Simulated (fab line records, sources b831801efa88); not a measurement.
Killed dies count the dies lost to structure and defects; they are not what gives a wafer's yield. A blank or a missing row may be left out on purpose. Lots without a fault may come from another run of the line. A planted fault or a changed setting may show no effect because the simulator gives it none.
Which of the tools did it? | flow sky130 | Sampling: 6 lots, 18 wafers, 3 of 708 route steps

== WHAT THE GAUGES READ, wafer by wafer ==
SKY_CAP2M_THK_MEAS_04: measures by xrf.
lot  | measured     | on            | CAP2M_TIN_THK (nm)
L778 | day 39 10:37 | film-metro-03 | 203.7 204.1 204.2
L780 | day 40 05:02 | film-metro-04 | 199.7 202.2 201.3
L783 | day 41 13:44 | film-metro-04 | 198.6 200.9 203.0
L787 | day 42 12:22 | film-metro-02 | 198.4 205.4 201.3
L790 | day 43 05:53 | film-metro-02 | 201.0 204.5 203.9
L796 | day 45 01:09 | film-metro-04 | 203.1 200.8 203.4

== TOOL THAT RAN EACH LOT (tool first, then ch and the chambers of the sampled wafers, then the start) ==
lot  | SKY_VIA1_HDPCVD_00               | SKY_METAL4_SPUTTER_01
L778 | hdpcvd-01 ch 0,1,2, day 32 12:39 | pvd-sputter-01, day 39 10:08
L780 | hdpcvd-02 ch 0,2, day 33 09:43   | pvd-sputter-01, day 40 04:35
L783 | hdpcvd-01 ch 1,2, day 34 20:20   | pvd-sputter-03, day 41 13:17
L787 | hdpcvd-02 ch 0,1,2, day 35 20:47 | pvd-sputter-03, day 42 11:55
L790 | hdpcvd-02 ch 1,2, day 36 19:49   | pvd-sputter-03, day 43 05:25
L796 | hdpcvd-02 ch 0,1,2, day 38 19:40 | pvd-sputter-03, day 45 00:43
- SKY_VIA1_HDPCVD_00: deposits SiO2, target thk 1030 nm, time 171.7 s.
- SKY_METAL4_SPUTTER_01: material TiN, target thk 20 nm, time 16.7 s.

== THE ANSWER, worked out from the rows above alone ==
Rule: what is usual is taken from the lots themselves. The widest of any qualifying gaps counts: lots, ordered by their means at a reading, are off when they make up no more than a third of the lots, leave a main group of 4 or more, and stand apart from it by 3 or more times the standard deviation of that group's means. A main group is skipped when, at the precision printed for the reading in the tables above, its means are all equal. A lot without any number at a reading at which 4 lots or more have one is off too. The other lots that the step has rows for count as sound.
Across all readings shown, no lot is off: no conclusion can be drawn from this.

== WHAT HAD BEEN PUT IN BY THE SIMULATOR ==
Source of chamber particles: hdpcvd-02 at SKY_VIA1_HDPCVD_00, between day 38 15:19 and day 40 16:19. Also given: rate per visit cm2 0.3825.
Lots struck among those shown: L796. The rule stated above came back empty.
